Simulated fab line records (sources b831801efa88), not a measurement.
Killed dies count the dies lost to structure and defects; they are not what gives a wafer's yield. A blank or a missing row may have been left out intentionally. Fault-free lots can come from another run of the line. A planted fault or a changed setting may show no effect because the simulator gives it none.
Struck lot and sound lot, side by side -- flow sky130 -- 31 out of 708 route steps
Sound: wafers L103.2, L103.3, L103.4. Struck: wafer L118.1. (L118.3, L118.4 of the same lot were not struck and are left out.) The cause comes at the end.
At each step with rows: each side's tool, then ch and its chambers, then its first start. Under that, the readings that differ: sound wafers -- struck wafers -- difference of the means -- sigmas: that difference in standard deviations of wafers without a fault.
alike: words and numbers the same on both sides, and readings whose means are apart by under 2 such deviations; not compared: readings that were withheld, readings missing a value for some wafer, numbers with overlapping values and no deviation given by the record, and bounds like >300 which may hide the same value.
The two part at a step that has a row with sigmas, a row that says differs or no value, or rows on one side only. Numbers that don't overlap but have no deviation are shown without sigmas and don't part them. A reading missing from all wafers of one side parts the sides only when that side holds two or more wafers.

first, 4 steps without rows for these wafers: SKY_CONTACT_STRIP_20 (strips in post etch residue remover, time 1200 s); SKY_CONTACT_CLEAN_21 (cleans in IPA, time 180 s); SKY_CONTACT_CLEAN_22 (cleans in O3/DIW); SKY_CONTACT_SPUTTER_23 (material TiN, target thk 20 nm, time 80 s).
SKY_CONTACT_CVD_24: deposits W, target thk 340 nm, time 102.12 s.
  sound on cvd_w-02 ch 0,1, day 32 21:13; struck on cvd_w-02 ch 0, day 37 05:52
  alike: chamber_pressure_Torr, heater_power_w
SKY_CONTACT_RS_MEAS_25: measurement is done with a four-point probe.
  sound on film_metro-01 at day 32 21:20; struck on film_metro-01 at day 37 05:58
  alike: CONTACT_W_RS
SKY_CONTACT_THK_MEAS_26: measures by xrf.
  sound on film_metro-01 at day 32 21:27; struck on film_metro-01 at day 37 06:05
  alike: CONTACT_W_THK
SKY_CONTACT_CMP_27: polishes, stops on SiO2, t overpolish 15 s, target thk 0 nm.
  sound on cmp-02 ch 0,1,2, day 32 21:30; struck on cmp-02 ch 2, day 37 06:09
  alike: motor_current_A, overpolish_run_s, time_to_endpoint_s
then, 4 steps without rows for these wafers: SKY_METAL1_SPUTTER_00 (material Ti, target thk 15 nm, time 10 s); SKY_METAL1_SPUTTER_01 (material TiN, target thk 20 nm, time 16.7 s); SKY_METAL1_SPUTTER_02 (material AlCu, target thk 250 nm, time 13.3 s); SKY_METAL1_SPUTTER_03 (material Ti, target thk 5 nm, time 3.3 s).
SKY_METAL1_SPUTTER_04: material TiN, target thk 70 nm, time 58.3 s.
  sound on pvd_sputter-02 at day 32 21:53; struck on pvd_sputter-02 at day 37 06:32
reading,sound,struck,difference,sigmas
throttle_valve_pct (%),30.4 29.2 30.4,27.5,-2.5,-2
model.TiN_of_METAL1_SPUTTER_04.thk_nm (nm),69.55 69.09 69.03,98.84,+29.62,
SKY_METAL1_RS_MEAS_05: measurement is done with a four-point probe.
  sound on film_metro-04 at day 32 21:58; struck on film_metro-03 at day 37 06:53
  alike: METAL1_ALCU_RS
  not compared: hold
SKY_METAL1_THK_MEAS_06: measures by xrf.
  sound on film_metro-04 at day 32 22:04; struck on film_metro-03 at day 37 09:53
reading,sound,struck,difference,sigmas
METAL1_ALCU_THK (nm),257.0 256.1 258.2,240.9,-16.2,-6
  not compared: hold
then, 7 steps without rows for these wafers: SKY_METAL1_HMDS_08 (prime time 60 s); SKY_METAL1_COAT_09 (resist thk 60 nm); SKY_METAL1_COAT_10 (resist thk 450 nm); SKY_METAL1_SOFTBAKE_11 (time 90 s); SKY_METAL1_EXPOSE_12 (exposes mask MM1, target cd 140 nm); SKY_METAL1_PEB_13; SKY_METAL1_DEVELOP_14 (develop time 60 s).
SKY_METAL1_CD_MEAS_15: the cd target is 140 nm.
  sound on cd_sem-01 at day 34 01:35; struck on cd_sem-01 at day 38 08:22
  alike: cd_nm
SKY_METAL1_OVL_MEAS_16:
  sound on overlay-01 at day 34 01:41; struck on overlay-02 at day 38 08:29
  alike: METAL1_OVL
SKY_METAL1_DESCUM_17: chemistry O2, time 8 s.
  sound on rie_metal-02 ch 0,1, day 34 01:43; struck on rie_metal-03 ch 0, day 38 08:31
  alike: drypump_motor_current_A, oes_product_au
  not compared: rf_hours_counter_h
SKY_METAL1_ETCH_18: etches BARC in N2/H2, stops on SiO2, time 45.9 s, target depth 60 nm.
  sound on rie_metal-02 ch 0,1, day 34 01:45; struck on rie_metal-03 ch 0, day 38 08:33
  alike: drypump_motor_current_A, oes_product_au, throttle_valve_pct
  not compared: rf_hours_counter_h
SKY_METAL1_METAL_ETCH_19: etches the open film in Cl2/BCl3, stops on SiO2, target depth 360 nm, time 78 s.
  sound on rie_metal-02 ch 0,1, day 34 01:49; struck on rie_metal-03 ch 0, day 38 08:37
reading,sound,struck,difference,sigmas
oes_product_au (a.u.),0.858 0.855 0.861,0.847,-0.011,-2
  alike: drypump_motor_current_A, throttle_valve_pct
  not compared: rf_hours_counter_h
then, 1 step without rows for these wafers: SKY_METAL1_STRIP_20 (strips in O2/N2).
SKY_METAL1_STRIP_21: strips in post etch residue remover, time 1200 s.
  sound on wet_bench-02 ch 0, day 34 02:01; struck on wet_bench-03 ch 1, day 38 08:48
reading,sound,struck,difference,sigmas
model.TiN_of_METAL1_SPUTTER_04.thk_nm (nm),69.13 68.67 68.61,98.41,+29.61,
then, 1 step without rows for these wafers: SKY_METAL1_CLEAN_22 (cleans in IPA, time 180 s).
-- the record jumps here: 12 days lie between the struck wafers' starts before and after (it left off in module METAL1 and takes up again in module PAD_OPEN, whose first step shown is number 708 of the route) --
SKY_PAD_OPEN_PROBE_99:
  sound on prober-01 at day 46 18:50; struck on prober-01 at day 50 00:14
reading,sound,struck,difference,sigmas
model.etest.via1_chain.rc_ohm,15.74 16.69 15.88,18.27,+2.17,
  alike: defect_limited_yield, killed_at_M0_to_M3, killed_at_M4_up, killed_at_contacts, killed_at_front_end, killed_at_other, killed_dies, killed_on_rim, killed_open, killed_short, sort_bin_3_pad_short, sort_bin_5_function, sort_bin_6_memory, sort_n_pass, sort_yield_pct

== WHERE THEY PART ==
First at SKY_METAL1_SPUTTER_04; last, within this record, at SKY_METAL1_METAL_ETCH_19. Later steps at which nothing parts them and some readings are alike: SKY_PAD_OPEN_PROBE_99.

WHY: what the simulator had put in
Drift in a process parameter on pvd_sputter-02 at SKY_METAL1_SPUTTER_04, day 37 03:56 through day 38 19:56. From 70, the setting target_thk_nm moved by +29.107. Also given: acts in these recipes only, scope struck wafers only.
